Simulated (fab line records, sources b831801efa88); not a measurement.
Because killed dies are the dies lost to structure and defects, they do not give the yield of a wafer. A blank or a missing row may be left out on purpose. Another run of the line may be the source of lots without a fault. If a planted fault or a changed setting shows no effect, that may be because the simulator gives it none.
A lot that was struck, set against a sound lot | flow gf180mcu | 23 steps out of a route of 602
Sound: the wafers L270.2, L270.4, L270.5. Wafers struck: L280.1, L280.3, L280.6. The cause is named last.
At each step with rows: each side's tool, then ch and its chambers, then its first start. Under that, the readings that differ: sound wafers | struck wafers | difference of the means | sigmas: that difference in standard deviations of wafers without a fault.
alike: same words and numbers on both sides, and readings whose means sit less than 2 such deviations apart. not compared: any withheld reading, any reading some wafer has no value for, any bound like >300 that may hide the same value, and any number with overlapping values for which the record gives no deviation.
A row with sigmas, a row that says differs or no value, or rows on one side alone: a step with any of these is where the two part. When numbers do not overlap yet have no deviation, they are printed without sigmas and do not part them. A reading missing from all wafers of one side parts the sides only when that side holds two or more wafers.

first, 4 steps without rows for these wafers: GF_NSD_SOFTBAKE_03 (time 60 s); GF_NSD_EXPOSE_04 (exposes mask Nplus, target cd 400 nm); GF_NSD_PEB_05; GF_NSD_DEVELOP_06 (develop time 60 s).
GF_NSD_CD_MEAS_07: target cd 400 nm.
  struck on cdSem-01, day 17 18:46; sound on cdSem-01, day 13 23:34
  alike: cdNm
GF_NSD_OVL_MEAS_08:
  struck on overlay-02, day 17 18:53; sound on overlay-01, day 13 23:40
  alike: NSD_OVL
then, 2 steps without rows for these wafers: GF_NSD_IMPLANT_09; GF_NSD_IMPLANT_10.
GF_NSD_STRIP_11: strips in O2/N2.
  sound on plasmaAsher-03 ch 1, day 13 23:59; struck on plasmaAsher-01 ch 0, day 17 19:13
reading                  | sound                | struck               | difference | sigmas
stripTimeToEndpointS (s) | 22.946 22.943 22.877 | 22.971 22.986 22.999 | +0.063     | +2
  alike: drypumpMotorCurrentA, heaterPowerW, oesProductAu
  not compared: rfHoursCounterH
GF_NSD_TW_MEAS_12:
  struck on filmMetro-01, day 17 19:19; sound on filmMetro-02, day 14 00:06
  alike: NSD_TW
then, 2 steps without rows for these wafers: GF_PSD_DEHYDRATE_00 (time 60 s); GF_PSD_HMDS_01 (prime time 60 s).
GF_PSD_COAT_02: resist thk 1000 nm.
  sound on lithoTrack-01 ch 0, day 14 10:44; struck on lithoTrack-03 ch 0, day 18 05:55
reading                                 | sound                | struck               | difference | sigmas
spinSpeedRpm (rpm)                      | 2999.4 3000.1 3000.4 | 3122.2 3125.3 3125.9 | +124.5     | +59
model.NOVOLAK_of_PSD_COAT_02.thkNm (nm) | 995 999.1 998.5      | 978.5 979.6 980.8    | -17.9      | 
then, 3 steps without rows for these wafers: GF_PSD_SOFTBAKE_03 (time 60 s); GF_PSD_EXPOSE_04 (exposes mask Pplus, target cd 400 nm); GF_PSD_PEB_05.
GF_PSD_DEVELOP_06: develop time 60 s.
  sound on lithoTrack-03 ch 0, day 14 21:11; struck on lithoTrack-01 ch 0, day 18 17:51
reading                                 | sound             | struck            | difference | sigmas
model.NOVOLAK_of_PSD_COAT_02.thkNm (nm) | 994.6 998.7 998.1 | 978.1 979.2 980.4 | -17.9      | 
GF_PSD_CD_MEAS_07: target cd 400 nm.
  struck on cdSem-01, day 18 18:00; sound on cdSem-01, day 14 21:20
reading   | sound             | struck            | difference | sigmas
cdNm (nm) | 403.1 401.6 401.2 | 396.8 397.2 397.1 | -4.9       | -2
GF_PSD_OVL_MEAS_08:
  struck on overlay-02, day 18 18:07; sound on overlay-02, day 14 21:27
  alike: PSD_OVL
next, for these wafers, 1 step has no rows: GF_PSD_IMPLANT_09.
GF_PSD_STRIP_10: strips in O2/N2.
  sound on plasmaAsher-03 ch 1, day 14 21:38; struck on plasmaAsher-03 ch 0,1, day 18 18:19
reading                  | sound             | struck            | difference | sigmas
stripTimeToEndpointS (s) | 16.48 16.50 16.49 | 16.26 16.27 16.26 | -0.23      | -6
  alike: drypumpMotorCurrentA, heaterPowerW, oesProductAu
  not compared: rfHoursCounterH
GF_PSD_TW_MEAS_11:
  struck on filmMetro-03, day 18 18:25; sound on filmMetro-03, day 14 21:44
  alike: PSD_TW
-- the record jumps here: 14 days lie between the struck wafers' starts before and after (it left off in module PSD and takes up again in module PASSIVATION, whose first step shown is number 602 of the route) --
GF_PASSIVATION_PROBE_99:
  record: rows for the struck wafers here (prober-02, day 32 15:45), none for the sound ones

## WHERE THEY PART
Earliest at GF_NSD_STRIP_11; latest, in this record, at GF_PASSIVATION_PROBE_99.

WHY: what had been put in by the simulator
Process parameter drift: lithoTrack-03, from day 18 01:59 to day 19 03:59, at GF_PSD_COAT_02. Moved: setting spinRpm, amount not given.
